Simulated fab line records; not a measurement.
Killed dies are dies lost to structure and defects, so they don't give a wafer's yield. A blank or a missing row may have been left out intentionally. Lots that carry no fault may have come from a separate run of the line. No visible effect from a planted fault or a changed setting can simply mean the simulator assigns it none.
The tool behind it: which one?	flow gf180mcu	36 wafers from 12 lots sampled at 6 of the route's 602 steps

== WHAT THE GAUGES SHOWED, per wafer ==
GF_VT_IMPLANT_TW_MEAS_32. Usual: VT_IMPLANT_3_TW 271.0, standard deviation 2.
lot	measured	on	VT_IMPLANT_3_TW	flag
L696	day 6 19:11	film_metro-02	272.6 274.7 271.2	
L701	day 8 04:26	film_metro-04	273.2 272.1 271.6	
L703	day 8 22:51	film_metro-04	272.4 273.6 272.8	
L709	day 10 09:53	film_metro-04	30.5 30.3 30.4	OFF
L710	day 10 14:57	film_metro-04	30.4 30.4 30.4	OFF
L711	day 10 20:38	film_metro-04	30.2 30.3 30.4	OFF
L713	day 11 11:56	film_metro-01	268.4 268.5 267.6	
L715	day 11 20:34	film_metro-04	272.3 271.7 270.7	
L716	day 12 09:10	film_metro-01	268.9 269.2 269.9	
L717	day 12 14:24	film_metro-04	271.5 269.7 270.4	
L718	day 12 18:23	film_metro-01	270.0 269.2 269.6	
L719	day 13 07:13	film_metro-02	274.8 273.9 273.9	

GF_V3_THK_MEAS_01. Usual: V3_CVD_00_THK 599 nm, standard deviation 7.4.
lot	measured	on	V3_CVD_00_THK (nm)	flag
L696	day 21 02:25	film_metro-04	611 585 601	
L701	day 23 00:32	film_metro-04	606 591 597	
L703	day 24 00:42	film_metro-04	597 587 588	
L713	day 27 06:24	film_metro-01	600 607 591	
L715	day 27 16:16	film_metro-01	592 593 600	
L716	day 28 04:46	film_metro-01	598 597 597	
L717	day 28 12:35	film_metro-04	593 602 606	
L718	day 28 19:56	film_metro-04	595 598 608	
L719	day 28 23:31	film_metro-01	610 604 602	

GF_V4_THK_MEAS_01. Usual: V4_CVD_00_THK 598 nm, standard deviation 5.2.
lot	measured	on	V4_CVD_00_THK (nm)	flag
L696	day 23 03:39	film_metro-03	591 606 593	
L701	day 24 23:41	film_metro-01	599 601 604	
L703	day 25 23:22	film_metro-03	611 604 602	
L713	day 29 01:50	film_metro-03	610 600 603	
L715	day 29 10:31	film_metro-01	605 599 596	
L716	day 29 21:37	film_metro-03	596 591 597	
L717	day 30 06:13	film_metro-02	601 598 600	
L718	day 30 13:11	film_metro-03	602 602 592	
L719	day 30 15:17	film_metro-01	599 598 604	

GF_V4_OVL_MEAS_15. Usual: V4_OVL -3 nm, standard deviation 5.3.
lot	measured	on	V4_OVL (nm)	flag
L696	day 24 02:25	overlay-02	1 6 -2	
L701	day 25 21:49	overlay-02	-10 -5 -8	
L703	day 26 21:26	overlay-02	1 -3 3	
L713	day 29 21:19	overlay-01	-2 -1 -1	
L715	day 30 05:40	overlay-01	0 -8 -3	
L716	day 30 15:44	overlay-01	3 -3 0	
L717	day 31 00:16	overlay-01	-1 0 5	
L718	day 31 08:16	overlay-01	-9 -6 -8	
L719	day 31 10:28	overlay-01	-1 -3 -9	

== WHICH TOOL RAN EACH LOT (tool, then ch and the chambers of the sampled wafers, then the start) ==
lot	GF_VT_IMPLANT_STRIP_20	GF_VT_IMPLANT_STRIP_31
L696	plasma_asher-04 ch 0,1, day 6 03:34	plasma_asher-03 ch 0,1, day 6 19:05
L701	plasma_asher-03 ch 0,1, day 7 11:49	plasma_asher-04 ch 0,1, day 8 04:20
L703	plasma_asher-03 ch 0,1, day 8 06:13	plasma_asher-02 ch 0,1, day 8 22:46
L709	plasma_asher-03 ch 0,1, day 9 16:35	plasma_asher-04 ch 0, day 10 09:47
L710	plasma_asher-03 ch 0,1, day 9 20:35	plasma_asher-02 ch 0,1, day 10 14:52
L711	plasma_asher-04 ch 0,1, day 10 02:11	plasma_asher-02 ch 1, day 10 20:32
L713	plasma_asher-04 ch 0,1, day 10 17:23	plasma_asher-03 ch 0,1, day 11 11:50
L715	plasma_asher-04 ch 0,1, day 11 02:10	plasma_asher-04 ch 0,1, day 11 20:28
L716	plasma_asher-04 ch 0,1, day 11 13:43	plasma_asher-04 ch 0,1, day 12 09:05
L717	plasma_asher-04 ch 0,1, day 11 18:41	plasma_asher-03 ch 0,1, day 12 14:18
L718	plasma_asher-04 ch 0,1, day 11 22:53	plasma_asher-04 ch 0,1, day 12 18:17
L719	plasma_asher-04 ch 0,1, day 12 11:34	plasma_asher-02 ch 0,1, day 13 07:08
- GF_VT_IMPLANT_STRIP_20: strips in O2/N2.
- GF_VT_IMPLANT_STRIP_31: strips in O2/N2.

== WHAT THE TOOLS THEMSELVES READ (means of the sampled wafers that have a number; where no wafer has one, the mark that the record gives instead) ==
GF_VT_IMPLANT_STRIP_20. Usual: chamber_pressure_mTorr 1499.9 mTorr, standard deviation 1.5; drypump_motor_current_A 5.5 A, standard deviation 0.49; heater_power_w 337 W, standard deviation 39; oes_product_au 0.715 a.u., standard deviation 0.0043; strip_time_to_endpoint_s 12.63 s, standard deviation 0.036.
lot	tool	chamber_pressure_mTorr (mTorr)	drypump_motor_current_A (A)	heater_power_w (W)	oes_product_au (a.u.)	strip_time_to_endpoint_s (s)	flag
L696	plasma_asher-04	1500.6	5.3	349	0.716	12.67	
L701	plasma_asher-03	1500.0	6.1	347	0.716	12.63	
L703	plasma_asher-03	1499.9	6.1	345	0.713	12.65	
L709	plasma_asher-03	-	-	-	-	-	OFF
L710	plasma_asher-03	-	-	-	-	-	OFF
L711	plasma_asher-04	-	-	-	-	-	OFF
L713	plasma_asher-04	1500.6	5.2	348	0.720	12.60	
L715	plasma_asher-04	1499.5	5.1	367	0.716	12.62	
L716	plasma_asher-04	1499.8	5.2	352	0.715	12.68	
L717	plasma_asher-04	1499.2	5.1	364	0.711	12.59	
L718	plasma_asher-04	1500.1	5.1	364	0.713	12.59	
L719	plasma_asher-04	1499.2	5.1	361	0.713	12.65	

GF_VT_IMPLANT_STRIP_31. Usual: chamber_pressure_mTorr 1499.9 mTorr, standard deviation 1.4; drypump_motor_current_A 5.4 A, standard deviation 0.47; heater_power_w 330 W, standard deviation 41; oes_product_au 0.716 a.u., standard deviation 0.0043; strip_time_to_endpoint_s 12.63 s, standard deviation 0.032.
lot	tool	chamber_pressure_mTorr (mTorr)	drypump_motor_current_A (A)	heater_power_w (W)	oes_product_au (a.u.)	strip_time_to_endpoint_s (s)	flag
L696	plasma_asher-03	1498.9	6.1	346	0.714	12.64	
L701	plasma_asher-04	1499.4	5.1	359	0.718	12.62	
L703	plasma_asher-02	1501.1	5.4	278	0.717	12.64	
L709	plasma_asher-04	1498.8	4.9	387	0.719	27.59	OFF
L710	plasma_asher-02	1500.2	5.2	293	0.722	27.59	OFF
L711	plasma_asher-02	1498.9	5.7	258	0.721	27.59	OFF
L713	plasma_asher-03	1500.5	6.1	322	0.716	12.63	
L715	plasma_asher-04	1501.3	5.2	351	0.716	12.63	
L716	plasma_asher-04	1499.9	5.2	346	0.719	12.62	
L717	plasma_asher-03	1500.0	6.1	321	0.720	12.60	
L718	plasma_asher-04	1499.6	5.2	351	0.717	12.67	
L719	plasma_asher-02	1499.9	5.2	293	0.713	12.63	

== THE ANSWER, worked out from the rows above alone ==
Rule: lot off if the mean of its wafers having a number is beyond 3 standard deviations from the usual mean. Also off: a lot with no number at a reading for which 4 or more lots have one. Any other lot the step has rows for is counted as sound. The gauges are gone through in route order, then the tools' own readings, and for those a lot's mean is taken as printed above. At the first step where some lot is off, the reading lying furthest off is the one used; lots without a number count as furthest.
Off: L709, L710, L711, seen at GF_VT_IMPLANT_TW_MEAS_32 (VT_IMPLANT_3_TW).
A tool fits if, at a process step before that reading, it ran every lot that is off, and no sound lot after the first of them. The gauges at GF_VT_IMPLANT_TW_MEAS_32 aren't tried: what is off there is off at GF_VT_IMPLANT_STRIP_20 too, on other tools, and a gauge's error can't cause that. None of those tried fits.

== WHAT THE SIMULATOR HAD PUT IN ==
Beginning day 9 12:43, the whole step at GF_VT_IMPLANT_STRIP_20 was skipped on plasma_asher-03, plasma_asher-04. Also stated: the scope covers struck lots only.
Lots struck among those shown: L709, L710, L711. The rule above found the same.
